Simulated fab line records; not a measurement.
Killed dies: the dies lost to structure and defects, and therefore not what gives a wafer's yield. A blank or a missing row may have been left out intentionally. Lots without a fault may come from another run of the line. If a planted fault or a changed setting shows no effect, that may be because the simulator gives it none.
fab line records	flow sky130
[record] lots = 10	wafers = 28	last-day = 51
route steps=708 shown LI_CONTACT@381 METAL1@450 VIA1@480 METAL2@485 PAD_OPEN@708
lots that met no fault: taken from a fault-free run of the same line
start-h: hours from the record's first day to the start of the lot's first wafer shown	wait-h: hours from the lot's prior step to this one	" as in the row above	L1.1+2: a row that stands for several wafers	- no value present, or no start provided	* or withheld: withheld	< > ~ a bound
route shown NAME@n: names a module that has steps shown in the file, with the first one's number in the route	usual: mean and standard deviation over wafers with no fault	same: alike in all rows	chamber/n: place in a boat	sites: per-site readings	_std_site: the values' standard deviation	_edge_site: the outer-site mean with the inner-site mean subtracted	radius-mm: for every site, how far away it sits from the centre of the wafer	mask NAME#n: copy n	behind: tool/chamber where the wafer was last shaped	hold: why the lot went on hold/how many hours it stayed there/how the hold came to an end	device: names the non-switching transistor (n, p or np)	end of line: at the end of the route, the tests of the same wafers	step lacking rows: just its recipe	killed: the dies lost at the first sort to structure and to defects; this is not the yield of the wafer	map: shows each die of a wafer: x if killed, . if not, _ if none is there
set.NAME: the setting that was run; set.NAME@STEP: the one run at that earlier step	model.NAME: the simulator's own value behind a step, which no gauge read
route steps across a sampled set of lots; one table per step, one row per wafer
services: the hour from which a tool's chamber was out of use, counted from the record's first day as start-h (under 0 if before that day), plus the number of hours and why
[[steps]]
[step SKY_LI_CONTACT_SPUTTER_19]
[recipe] material = Ti	target-thk-nm = 20	chamber-pressure-pa = 5	power-w = 2500	substrate-temp-c = 200	time-s = 106.37
[usual] chamber-pressure-pa = 5.001/0.01	throttle-valve-pct = 29.7/1.5
lot.wafer	tool	chamber	start-h	wait-h	chamber-pressure-pa	throttle-valve-pct
L258.2	pvd-sputter-03	-	701.15	0.0	5.007	28.3
L258.5	"	-	"	"	5.001	29.8
L258.6	"	-	"	"	5.008	31.6
L264.1	pvd-sputter-01	-	740.11	0.0	5.034	30.3
L264.3	"	-	"	"	5.021	27.9
L264.4	"	-	"	"	4.985	30.9
L265.1	pvd-sputter-03	-	753.74	0.0	5.008	31.4
L265.2	"	-	"	"	4.995	29.5
L265.3	"	-	"	"	5.008	28.2
L267.1	pvd-sputter-03	-	763.52	0.0	5.001	31.6
L267.5	"	-	"	"	4.983	29.2
L267.6	"	-	"	"	4.993	28.4
L269.4	pvd-sputter-02	-	786.59	0.0	4.999	32.9
L269.5	"	-	"	"	5.013	27.1
L269.6	"	-	"	"	4.996	28.9
L270.3	pvd-sputter-03	-	793.83	0.0	4.997	29.4
L270.5	"	-	"	"	5.000	29.5
L270.6	"	-	"	"	4.994	28.2
L274.1	pvd-sputter-03	-	823.00	0.0	5.009	31.7
L274.3	"	-	"	"	5.004	29.7
L277.3	pvd-sputter-02	-	844.32	0.0	4.998	32.9
L277.6	"	-	"	"	5.006	28.8
L280.4	pvd-sputter-03	-	861.37	0.0	4.998	31.7
L280.5	"	-	"	"	5.000	29.4
L280.6	"	-	"	"	4.983	29.6
L281.1	pvd-sputter-03	-	871.89	0.0	5.003	28.1
L281.3	"	-	"	"	5.011	29.6
L281.5	"	-	"	"	5.010	31.4
[step SKY_METAL1_OVL_MEAS_16]
[usual] METAL1_OVL = 0/5.6
lot.wafer	tool	chamber	start-h	wait-h	METAL1_OVL[nm]
L258.2	overlay-01	-	790.64	0.1	10
L258.5	"	-	"	"	9
L258.6	"	-	"	"	10
L264.1	overlay-01	-	826.49	0.1	-5
L264.3	"	-	"	"	1
L264.4	"	-	"	"	-3
L265.1	overlay-01	-	839.73	0.1	4
L265.2	"	-	"	"	-3
L265.3	"	-	"	"	8
L267.1	overlay-01	-	848.58	0.1	-5
L267.5	"	-	"	"	-7
L267.6	"	-	"	"	-1
L269.4	overlay-01	-	871.10	0.1	-5
L269.5	"	-	"	"	-4
L269.6	"	-	"	"	-7
L270.3	overlay-02	-	877.35	0.1	-1
L270.5	"	-	"	"	5
L270.6	"	-	"	"	-3
L274.1	overlay-01	-	905.73	0.1	-7
L274.3	"	-	"	"	2
L277.3	overlay-01	-	928.94	0.1	-5
L277.6	"	-	"	"	-8
L280.4	overlay-02	-	943.36	0.1	-6
L280.5	"	-	"	"	-3
L280.6	"	-	"	"	-2
L281.1	overlay-01	-	952.28	0.1	7
L281.3	"	-	"	"	4
L281.5	"	-	"	"	3
[step SKY_VIA1_RS_MEAS_22]
[recipe] thk-meas-gauge = four-point-probe	reads = W_of_VIA1_CVD_21+TiN_of_VIA1_SPUTTER_20
[usual] VIA1_W_RS = 0.428/0.0045
lot.wafer	tool	chamber	start-h	wait-h	VIA1_W_RS[ohm/sq]
L258.2	film-metro-01	-	819.87	0.1	0.423
L258.5	"	-	"	"	0.427
L258.6	"	-	"	"	0.424
L264.1	film-metro-02	-	855.58	0.1	0.437
L264.3	"	-	"	"	0.441
L264.4	"	-	"	"	0.438
L265.1	film-metro-02	-	869.21	0.1	0.422
L265.2	"	-	"	"	0.426
L265.3	"	-	"	"	0.427
L267.1	film-metro-03	-	877.60	0.1	0.433
L267.5	"	-	"	"	0.425
L267.6	"	-	"	"	0.430
L269.4	film-metro-02	-	899.96	0.1	0.426
L269.5	"	-	"	"	0.425
L269.6	"	-	"	"	0.426
L270.3	film-metro-03	-	905.85	0.1	0.436
L270.5	"	-	"	"	0.434
L270.6	"	-	"	"	0.437
L274.1	film-metro-03	-	934.08	0.1	0.421
L274.3	"	-	"	"	0.425
L277.3	film-metro-01	-	956.09	0.1	0.428
L277.6	"	-	"	"	0.428
L280.4	film-metro-02	-	969.92	0.1	0.427
L280.5	"	-	"	"	0.425
L280.6	"	-	"	"	0.423
L281.1	film-metro-02	-	978.97	0.1	0.423
L281.3	"	-	"	"	0.419
L281.5	"	-	"	"	0.424
[step SKY_METAL2_SPUTTER_02]
[recipe] material = AlCu	target-thk-nm = 250	power-w = 10600	time-s = 13.3	chamber-pressure-pa = 0.4
[usual] chamber-pressure-pa = 0.4000/0.0008	throttle-valve-pct = 29.9/1.7
lot.wafer	tool	chamber	start-h	wait-h	chamber-pressure-pa	throttle-valve-pct
L258.2	pvd-sputter-02	-	820.37	0.0	0.4004	29.1
L258.5	"	-	"	"	0.3992	27.2
L258.6	"	-	"	"	0.3999	29.1
L264.1	pvd-sputter-04	-	856.11	0.0	0.4004	30.4
L264.3	"	-	"	"	0.3984	28.8
L264.4	"	-	"	"	0.4000	29.0
L265.1	pvd-sputter-01	-	869.74	0.0	0.4005	30.7
L265.2	"	-	"	"	0.3997	28.2
L265.3	"	-	"	"	0.4008	31.1
L267.1	pvd-sputter-02	-	878.13	0.0	0.4001	32.9
L267.5	"	-	"	"	0.3989	29.3
L267.6	"	-	"	"	0.4005	32.8
L269.4	pvd-sputter-04	-	900.45	0.0	0.4001	30.6
L269.5	"	-	"	"	0.4007	31.6
L269.6	"	-	"	"	0.3995	28.4
L270.3	pvd-sputter-01	-	906.34	0.0	0.4005	30.8
L270.5	"	-	"	"	0.3997	28.3
L270.6	"	-	"	"	0.4001	30.9
L274.1	pvd-sputter-04	-	934.61	0.0	0.3989	30.4
L274.3	"	-	"	"	0.3996	31.5
L277.3	pvd-sputter-04	-	956.58	0.0	0.4002	30.7
L277.6	"	-	"	"	0.3988	31.3
L280.4	pvd-sputter-01	-	970.40	0.0	0.3998	30.7
L280.5	"	-	"	"	0.4005	30.0
L280.6	"	-	"	"	0.3996	28.2
L281.1	pvd-sputter-01	-	979.50	0.0	0.4000	28.2
L281.3	"	-	"	"	0.4003	31.0
L281.5	"	-	"	"	0.4004	30.9
[step SKY_METAL2_RS_MEAS_05]
[recipe] thk-meas-gauge = four-point-probe	reads = TiN_of_METAL2_SPUTTER_04+Ti_of_METAL2_SPUTTER_03+AlCu_of_METAL2_SPUTTER_02+TiN_of_METAL2_SPUTTER_01+Ti_of_METAL2_SPUTTER_00
[usual] METAL2_ALCU_RS = 0.1272/0.0012
lot.wafer	tool	chamber	start-h	wait-h	METAL2_ALCU_RS[ohm/sq]
L258.2	film-metro-03	-	820.48	0.0	0.1265
L258.5	"	-	"	"	0.1262
L258.6	"	-	"	"	0.1279
L264.1	film-metro-03	-	856.20	0.0	0.1258
L264.3	"	-	"	"	0.1258
L264.4	"	-	"	"	0.1259
L265.1	film-metro-04	-	869.83	0.0	0.1291
L265.2	"	-	"	"	0.1276
L265.3	"	-	"	"	0.1284
L267.1	film-metro-04	-	878.22	0.0	0.1274
L267.5	"	-	"	"	0.1284
L267.6	"	-	"	"	0.1277
L269.4	film-metro-04	-	900.60	0.1	0.1263
L269.5	"	-	"	"	0.1272
L269.6	"	-	"	"	0.1277
L270.3	film-metro-01	-	906.47	0.1	0.1291
L270.5	"	-	"	"	0.1304
L270.6	"	-	"	"	0.1290
L274.1	film-metro-01	-	934.70	0.0	0.1279
L274.3	"	-	"	"	0.1527
L277.3	film-metro-03	-	956.71	0.1	0.1507
L277.6	"	-	"	"	0.1509
L280.4	film-metro-01	-	970.54	0.1	0.1271
L280.5	"	-	"	"	0.1283
L280.6	"	-	"	"	0.1277
L281.1	film-metro-04	-	979.59	0.0	0.1275
L281.3	"	-	"	"	0.1264
L281.5	"	-	"	"	0.1275
[step SKY_METAL2_THK_MEAS_06]
[recipe] thk-meas-gauge = xrf	reads = AlCu_of_METAL2_SPUTTER_02
[usual] METAL2_ALCU_THK = 249.4/2.8
lot.wafer	tool	chamber	start-h	wait-h	METAL2_ALCU_THK[nm]
L258.2	film-metro-03	-	820.59	0.1	251.2
L258.5	"	-	"	"	250.9
L258.6	"	-	"	"	248.5
L264.1	film-metro-03	-	856.32	0.1	251.2
L264.3	"	-	"	"	251.7
L264.4	"	-	"	"	254.4
L265.1	film-metro-04	-	869.95	0.1	244.6
L265.2	"	-	"	"	247.4
L265.3	"	-	"	"	246.5
L267.1	film-metro-04	-	878.34	0.1	246.7
L267.5	"	-	"	"	244.7
L267.6	"	-	"	"	247.5
L269.4	film-metro-04	-	900.69	0.1	251.1
L269.5	"	-	"	"	249.8
L269.6	"	-	"	"	249.6
L270.3	film-metro-01	-	906.57	0.1	245.7
L270.5	"	-	"	"	243.7
L270.6	"	-	"	"	244.5
L274.1	film-metro-01	-	934.82	0.1	248.7
L274.3	"	-	"	"	208.6
L277.3	film-metro-03	-	956.81	0.1	212.1
L277.6	"	-	"	"	213.5
L280.4	film-metro-01	-	970.63	0.1	252.3
L280.5	"	-	"	"	247.4
L280.6	"	-	"	"	248.7
L281.1	film-metro-04	-	979.71	0.1	245.5
L281.3	"	-	"	"	249.7
L281.5	"	-	"	"	247.5
[step SKY_METAL2_METAL_ETCH_19]
[recipe] target-depth-a = 3600	stop-on = SiO2	over-etch-frac = 0.3	time-s = 78	chemistry = Cl2/BCl3	resist-sidewall-deg = 88	pressure-mtorr = 10	icp-w = 900	bias-w = 48.5	Cl2_flow_sccm = 60	bcl3-flow-sccm = 30
[usual] bcl3-flow-sccm = 30.01/0.09	chamber-pressure-mTorr = 10.000/0.0092	drypump-motor-current-A = 5.81/0.24	he-backside-leak-sccm = 3.37/0.23	oes-product-au = 0.854/0.0055	throttle-valve-pct = 22.264/0.0091
lot.wafer	tool	chamber	start-h	wait-h	bcl3-flow-sccm	chamber-pressure-mTorr	drypump-motor-current-A	he-backside-leak-sccm	oes-product-au	rf-hours-counter-h	throttle-valve-pct
L258.2	rie-metal-03	0	847.29	0.0	30.02	10.004	6.19	3.35	0.859	1	22.259
L258.5	"	1	"	"	29.91	10.003	5.64	3.50	0.861	-	22.280
L258.6	"	0	"	"	29.97	10.000	6.25	3.50	0.849	-	22.259
L264.1	rie-metal-04	1	882.14	0.0	30.03	10.006	5.57	3.07	0.852	0	22.264
L264.3	"	1	"	"	29.92	9.994	5.56	3.11	0.858	-	22.250
L264.4	"	0	"	"	30.06	10.000	5.74	3.43	0.857	-	22.258
L265.1	rie-metal-03	0	896.19	0.0	29.87	9.991	6.24	3.30	0.852	3	22.267
L265.2	"	1	"	"	29.96	10.011	5.61	3.35	0.847	12	22.270
L265.3	"	1	"	"	29.94	9.986	5.63	3.27	0.851	-	22.257
L267.1	rie-metal-04	1	904.21	0.0	29.90	9.986	5.57	3.06	0.849	1	22.247
L267.5	"	0	"	"	29.96	9.992	5.72	3.65	0.843	-	22.268
L267.6	"	1	"	"	29.93	9.983	5.55	3.07	0.853	-	22.260
L269.4	rie-metal-01	0	926.54	0.1	29.99	9.993	5.78	3.57	0.857	-	22.268
L269.5	"	1	"	"	30.06	9.994	6.05	3.35	0.857	-	22.266
L269.6	"	0	"	"	30.10	10.018	5.77	3.32	0.843	-	22.262
L270.3	rie-metal-03	1	932.44	0.1	29.93	9.994	5.63	3.46	0.853	-	22.273
L270.5	"	1	"	"	29.83	9.997	5.64	3.59	0.849	-	22.278
L270.6	"	0	"	"	29.91	9.994	6.21	3.33	0.847	-	22.266
L274.1	rie-metal-04	0	959.89	0.0	29.82	9.996	5.72	3.41	0.854	11	22.266
L274.3	"	1	"	"	29.93	9.998	5.56	3.14	0.831	-	22.275
L277.3	rie-metal-04	1	981.19	0.1	30.03	10.011	5.58	2.97	0.830	-	22.259
L277.6	"	1	"	"	29.92	10.006	5.58	3.00	0.832	-	22.247
L280.4	rie-metal-04	0	995.12	0.1	30.00	10.000	5.77	3.48	0.858	-	22.277
L280.5	"	0	"	"	30.02	10.010	5.75	3.43	0.849	-	22.267
L280.6	"	1	"	"	30.01	9.998	5.56	3.20	0.855	-	22.286
L281.1	rie-metal-03	1	1003.49	0.0	29.99	10.005	5.63	3.64	0.856	17	22.257
L281.3	"	0	"	"	29.98	9.996	6.21	3.43	0.850	-	22.260
L281.5	"	0	"	"	30.14	10.016	6.21	3.37	0.851	-	22.279
[step SKY_PAD_OPEN_PROBE_99]
[usual] defect-limited-yield = 82.3/1.8	killed_at_M0_to_M3 = 43/6.9	killed_at_M4_up = 3.2/1.6	killed-at-contacts = 25/5.1	killed-at-front-end = 16/4.5	killed-at-other = 0.3/0.68	killed-dies = 87/8.9	killed-open = 48/6.9	killed-short = 39/6.3	sort_bin_3_pad_short = 0.8/0.4	sort_bin_5_function = 10.5/1.4	sort_bin_6_memory = 6.4/1.1	sort-n-pass = 405/8.9	sort-yield-pct = 82.3/1.8
[same] gross-dies = 492	killed-at-back-side = 0	sort_bin_4_leakage[%] = 0	sort_bin_8_speed[%] = 0
lot.wafer	tool	chamber	start-h	wait-h	defect-limited-yield[%]	killed_at_M0_to_M3	killed_at_M4_up	killed-at-contacts	killed-at-front-end	killed-at-other	killed-dies	killed-open	killed-short	sort_bin_3_pad_short[%]	sort_bin_5_function[%]	sort_bin_6_memory[%]	sort-n-pass	sort-yield-pct[%]
L258.2	prober-01	-	1105.53	0.1	82.3	53	2	20	12	0	87	57	30	1.0	10.6	6.1	405	82.3
L258.5	prober-01	-	1105.68	0.2	86.0	36	3	17	13	0	69	36	33	0.8	7.7	5.5	423	86.0
L258.6	prober-01	-	1105.73	0.2	84.3	40	4	18	15	0	77	41	36	0.6	10.0	5.1	415	84.3
L264.1	prober-02	-	1131.57	0.1	82.1	40	2	32	14	0	88	42	45	0.6	10.4	6.9	404	82.1
L264.3	prober-02	-	1131.67	0.2	86.0	26	3	28	11	1	69	35	33	0.2	7.5	6.3	423	86.0
L264.4	prober-02	-	1131.72	0.2	77.6	63	4	27	16	0	110	68	41	1.0	14.6	6.7	382	77.6
L265.1	prober-01	-	1141.63	0.1	83.9	44	5	20	10	0	79	39	40	0.2	11.0	4.9	413	83.9
L265.2	prober-01	-	1141.68	0.1	85.4	34	3	25	10	0	72	40	32	0	8.9	5.7	420	85.4
L265.3	prober-01	-	1141.73	0.2	81.9	43	5	30	11	0	89	48	41	1.2	10.2	6.7	403	81.9
L267.1	prober-01	-	1148.64	0.1	78.3	38	3	46	19	1	107	53	54	1.6	12.6	7.5	385	78.3
L267.5	prober-01	-	1148.84	0.2	81.5	50	1	21	19	0	91	40	51	0.8	10.2	7.5	401	81.5
L267.6	prober-01	-	1148.89	0.2	82.1	38	4	32	14	0	88	56	32	0.2	10.8	6.9	404	82.1
L269.4	prober-01	-	1164.98	0.2	84.1	36	3	27	12	0	78	44	34	0.8	9.3	5.7	414	84.1
L269.5	prober-01	-	1165.03	0.2	84.8	28	4	28	15	0	75	41	34	0.2	9.6	5.5	417	84.8
L269.6	prober-01	-	1165.08	0.2	84.1	36	3	26	13	0	78	48	30	0.2	11.0	4.7	414	84.1
L270.3	prober-02	-	1170.59	0.2	80.9	48	5	24	16	1	94	44	49	1.6	11.0	6.5	398	80.9
L270.5	prober-02	-	1170.69	0.2	79.5	54	2	23	22	0	101	56	45	0.8	12.6	7.1	391	79.5
L270.6	prober-02	-	1170.74	0.2	83.1	51	5	13	14	0	83	35	48	1.0	9.6	6.3	409	83.1
L274.1	prober-02	-	1190.78	0.1	83.3	46	2	18	16	0	82	39	43	1.6	9.6	5.5	410	83.3
L274.3	prober-02	-	1190.88	0.2	84.1	42	4	24	8	0	78	43	35	0.8	10.0	5.1	414	84.1
L277.3	prober-02	-	1204.98	0.2	83.1	47	4	24	8	0	83	55	28	0.4	11.2	5.3	409	83.1
L277.6	prober-02	-	1205.13	0.2	82.3	43	2	26	16	0	87	53	34	0.6	10.6	6.5	405	82.3
L280.4	prober-02	-	1213.18	0.2	79.9	50	4	26	19	0	99	52	47	1.2	11.6	7.3	393	79.9
L280.5	prober-02	-	1213.23	0.2	81.7	45	2	20	21	2	90	52	37	1.2	9.1	7.9	402	81.7
L280.6	prober-02	-	1213.28	0.2	80.5	40	7	30	19	0	96	44	51	1.2	10.2	8.1	396	80.5
L281.1	prober-01	-	1220.72	0.1	85.2	43	2	20	8	0	73	43	29	0.4	9.6	4.9	419	85.2
L281.3	prober-01	-	1220.82	0.2	82.1	51	3	22	12	0	88	46	42	0.6	11.0	6.3	404	82.1
L281.5	prober-01	-	1220.92	0.2	81.3	48	2	22	20	0	92	58	33	1.4	10.4	6.9	400	81.3
// killed by level:class
L258.2 CONTACT:geometric-particle:open=11 VIA1:geometric-particle:open=10 VIA3:geometric-particle:open=9 VIA2:geometric-particle:open=9 POLY_GATE:geometric-particle:open=6 METAL2:geometric-particle:short=6 LI_CONTACT:geometric-particle:open=6 VIA1:geometric-particle:short=5
L258.5 VIA1:geometric-particle:open=7 METAL2:geometric-particle:short=7 LI_CONTACT:geometric-particle:open=6 CONTACT:geometric-particle:open=6 VIA3:geometric-particle:open=5 FIELD_ISO:geometric-particle:short=4 METAL1:geometric-particle:short=4 CONTACT:geometric-particle:short=4
L258.6 VIA1:geometric-particle:open=9 VIA3:geometric-particle:open=9 CONTACT:geometric-particle:open=7 METAL2:geometric-particle:short=7 FIELD_ISO:geometric-particle:short=6 LI_CONTACT:geometric-particle:open=6 METAL1:geometric-particle:short=6 POLY_GATE:geometric-particle:short=4
L264.1 LI_CONTACT:geometric-particle:open=9 CONTACT:geometric-particle:open=9 METAL1:geometric-particle:short=6 VIA1:geometric-particle:short=6 VIA1:geometric-particle:open=6 CONTACT:geometric-particle:short=5 VIA3:geometric-particle:open=5 POLY_GATE:geometric-particle:short=4
L264.3 VIA1:geometric-particle:open=9 LI_CONTACT:geometric-particle:open=8 LOCAL_INTERCONNECT:geometric-particle:short=7 POLY_GATE:geometric-particle:short=6 CONTACT:geometric-particle:open=6 CONTACT:geometric-particle:short=6 VIA3:geometric-particle:open=5 FIELD_ISO:geometric-particle:open=3
L264.4 VIA3:geometric-particle:open=13 VIA1:geometric-particle:open=12 CONTACT:geometric-particle:open=11 METAL1:geometric-particle:short=8 LI_CONTACT:geometric-particle:open=7 VIA2:geometric-particle:open=6 METAL2:geometric-particle:short=5 POLY_GATE:geometric-particle:open=4
L265.1 VIA1:geometric-particle:open=11 METAL1:geometric-particle:short=6 CONTACT:geometric-particle:short=5 CONTACT:geometric-particle:open=5 VIA1:geometric-particle:short=5 METAL2:geometric-particle:short=5 VIA2:geometric-particle:open=5 POLY_GATE:geometric-particle:short=4
L265.2 CONTACT:geometric-particle:open=10 VIA1:geometric-particle:open=8 VIA3:geometric-particle:open=8 LI_CONTACT:geometric-particle:open=5 LOCAL_INTERCONNECT:geometric-particle:short=5 METAL1:geometric-particle:short=5 FIELD_ISO:geometric-particle:short=4 POLY_GATE:geometric-particle:open=4
L265.3 VIA1:geometric-particle:open=12 CONTACT:geometric-particle:open=11 LI_CONTACT:geometric-particle:open=6 METAL1:geometric-particle:short=6 CONTACT:geometric-particle:short=5 VIA2:geometric-particle:short=5 VIA3:geometric-particle:open=5 LOCAL_INTERCONNECT:geometric-particle:short=4
L267.1 CONTACT:geometric-particle:open=12 CONTACT:geometric-particle:short=11 VIA1:geometric-particle:open=10 LOCAL_INTERCONNECT:geometric-particle:short=10 LI_CONTACT:geometric-particle:open=7 POLY_GATE:geometric-particle:open=6 FIELD_ISO:geometric-particle:short=5 LI_CONTACT:geometric-particle:short=5
L267.5 METAL2:geometric-particle:short=9 VIA3:geometric-particle:open=8 LI_CONTACT:geometric-particle:open=8 METAL1:geometric-particle:short=6 CONTACT:geometric-particle:open=6 VIA1:geometric-particle:open=5 VIA1:geometric-particle:short=5 FIELD_ISO:geometric-particle:short=4
L267.6 VIA1:geometric-particle:open=16 CONTACT:geometric-particle:open=15 LOCAL_INTERCONNECT:geometric-particle:short=8 VIA1:geometric-particle:short=5 POLY_GATE:geometric-particle:short=4 VIA2:geometric-particle:open=4 VIA3:geometric-particle:open=4 POLY_GATE:geometric-particle:open=3
L269.4 CONTACT:geometric-particle:open=10 VIA1:geometric-particle:open=10 METAL2:geometric-particle:short=6 VIA2:geometric-particle:open=5 CONTACT:geometric-particle:short=5 POLY_GATE:geometric-particle:short=4 LI_CONTACT:geometric-particle:short=4 FIELD_ISO:geometric-particle:open=3
L269.5 CONTACT:geometric-particle:open=13 LI_CONTACT:geometric-particle:short=5 VIA1:geometric-particle:open=5 VIA1:geometric-particle:short=5 VIA2:geometric-particle:open=5 POLY_GATE:geometric-particle:short=4 VIA3:geometric-particle:open=4 LI_CONTACT:geometric-particle:open=4
L269.6 VIA1:geometric-particle:open=13 CONTACT:geometric-particle:open=11 VIA2:geometric-particle:open=7 CONTACT:geometric-particle:short=6 LOCAL_INTERCONNECT:geometric-particle:short=5 FIELD_ISO:geometric-particle:short=4 METAL1:geometric-particle:short=4 VIA3:geometric-particle:open=4
L270.3 VIA1:geometric-particle:open=12 METAL1:geometric-particle:short=10 CONTACT:geometric-particle:open=7 LI_CONTACT:geometric-particle:open=6 METAL2:geometric-particle:short=6 VIA3:geometric-particle:short=5 LOCAL_INTERCONNECT:geometric-particle:short=5 METAL4:geometric-particle:short=5
L270.5 VIA1:geometric-particle:open=14 CONTACT:geometric-particle:open=11 POLY_GATE:geometric-particle:short=8 VIA3:geometric-particle:open=8 LI_CONTACT:geometric-particle:open=7 VIA1:geometric-particle:short=6 VIA2:geometric-particle:open=6 FIELD_ISO:geometric-particle:short=5
L270.6 METAL2:geometric-particle:short=13 VIA1:geometric-particle:open=12 LI_CONTACT:geometric-particle:open=6 METAL3:geometric-particle:short=6 POLY_GATE:geometric-particle:short=5 METAL1:geometric-particle:short=5 VIA1:geometric-particle:short=4 METAL4:geometric-particle:short=4
L274.1 METAL2:geometric-particle:short=8 VIA3:geometric-particle:open=8 VIA2:geometric-particle:open=7 VIA2:geometric-particle:short=7 CONTACT:geometric-particle:open=6 VIA1:geometric-particle:open=5 LI_CONTACT:geometric-particle:short=4 FIELD_ISO:geometric-particle:open=3
L274.3 CONTACT:geometric-particle:open=10 VIA2:geometric-particle:open=8 VIA1:geometric-particle:open=7 VIA3:geometric-particle:open=7 FIELD_ISO:geometric-particle:short=5 LI_CONTACT:geometric-particle:open=5 METAL1:geometric-particle:open=4 CONTACT:geometric-particle:short=4
L277.3 VIA1:geometric-particle:open=12 CONTACT:geometric-particle:open=9 VIA2:geometric-particle:open=9 VIA1:geometric-particle:short=6 VIA3:geometric-particle:open=6 LI_CONTACT:geometric-particle:open=5 FIELD_ISO:geometric-particle:open=4 LI_CONTACT:geometric-particle:short=4
L277.6 CONTACT:geometric-particle:open=12 VIA1:geometric-particle:open=9 VIA2:geometric-particle:open=7 FIELD_ISO:geometric-particle:open=5 VIA3:geometric-particle:open=5 LI_CONTACT:geometric-particle:open=5 METAL1:geometric-particle:short=5 FIELD_ISO:geometric-particle:short=4
L280.4 VIA1:geometric-particle:open=15 CONTACT:geometric-particle:open=9 CONTACT:geometric-particle:short=7 VIA3:geometric-particle:open=7 LOCAL_INTERCONNECT:geometric-particle:short=6 VIA1:geometric-particle:short=6 FIELD_ISO:geometric-particle:short=5 FIELD_ISO:geometric-particle:open=5
L280.5 VIA1:geometric-particle:open=16 CONTACT:geometric-particle:open=13 FIELD_ISO:geometric-particle:open=7 VIA3:geometric-particle:open=7 VIA3:geometric-particle:short=5 FIELD_ISO:geometric-particle:short=4 LOCAL_INTERCONNECT:geometric-particle:short=4 VIA2:geometric-particle:short=4
L280.6 CONTACT:geometric-particle:open=10 METAL1:geometric-particle:short=9 LI_CONTACT:geometric-particle:open=6 METAL2:geometric-particle:short=6 FIELD_ISO:geometric-particle:short=5 POLY_GATE:geometric-particle:open=5 LOCAL_INTERCONNECT:geometric-particle:short=5 CONTACT:geometric-particle:short=5
L281.1 VIA1:geometric-particle:open=10 VIA2:geometric-particle:open=7 METAL2:geometric-particle:short=6 CONTACT:geometric-particle:short=6 CONTACT:geometric-particle:open=6 VIA3:geometric-particle:open=5 VIA1:geometric-particle:short=4 METAL2:geometric-particle:open=4
L281.3 VIA1:geometric-particle:open=11 CONTACT:geometric-particle:open=9 VIA2:geometric-particle:open=9 METAL1:geometric-particle:short=7 VIA1:geometric-particle:short=7 CONTACT:geometric-particle:short=5 METAL2:geometric-particle:short=5 VIA3:geometric-particle:open=5
L281.5 VIA1:geometric-particle:open=15 LI_CONTACT:geometric-particle:open=9 VIA3:geometric-particle:open=8 FIELD_ISO:geometric-particle:open=6 METAL1:geometric-particle:short=6 POLY_GATE:geometric-particle:open=5 CONTACT:geometric-particle:open=5 VIA3:geometric-particle:short=5
[[services]]
tool	chamber	start-h	hours	kind
pvd-sputter-03	-	692.16	2.4	repair
pvd-sputter-03	-	714.96	22.0	repair
rie-metal-03	0	734.36	2.2	repair
rie-metal-04	1	734.55	11.5	repair
pvd-sputter-03	-	737.05	1.7	repair
rie-metal-03	0	804.88	-	clean
rie-metal-03	0	804.88	20.7	scheduled-down
rie-metal-03	0	804.88	20.7	vent-cycle
rie-metal-01	-	829.61	0.4	repair
rie-metal-04	0	830.66	21.1	repair
rie-metal-04	1	851.80	-	clean
rie-metal-04	1	851.80	25.8	scheduled-down
rie-metal-04	1	851.80	25.8	vent-cycle
pvd-sputter-04	-	867.48	2.8	repair
rie-metal-01	1	928.90	-	clean
rie-metal-01	1	928.90	18.7	scheduled-down
rie-metal-01	1	928.90	18.7	vent-cycle
rie-metal-01	0	963.91	4.2	repair
pvd-sputter-04	-	975.56	4.8	repair
rie-metal-04	0	985.94	1.2	repair
pvd-sputter-02	-	995.26	0.9	repair
[[key]]
[first-sign] step = SKY_METAL2_RS_MEAS_05	reading = METAL2_ALCU_RS	direction = up	sigmas = 19	usual = 0.1272	struck = 0.1515
[effect] step = SKY_METAL2_THK_MEAS_06	reading = METAL2_ALCU_THK	direction = down	sigmas = 14	usual = 249.4	struck = 211.4
[effect] step = SKY_METAL2_METAL_ETCH_19	reading = oes-product-au	direction = down	sigmas = 4.2	usual = 0.854	struck = 0.831
met-at SKY_METAL2_SPUTTER_02
struck-lots L274,L277
struck-wafers L274.3,L277.3,L277.6
not-acting-at SKY_LI_CONTACT_SPUTTER_19,SKY_METAL1_OVL_MEAS_16,SKY_VIA1_RS_MEAS_22
onset-between 900.45 934.61
[fault] kind = process-parameter-drift	tool = pvd-sputter-04	chamber = -	onset-h = 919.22	steps = SKY_METAL2_SPUTTER_02	channel = time-s	offset = *	shape = step	end-h = 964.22	scope = struck-wafers-only	acts-in = *	stated = *
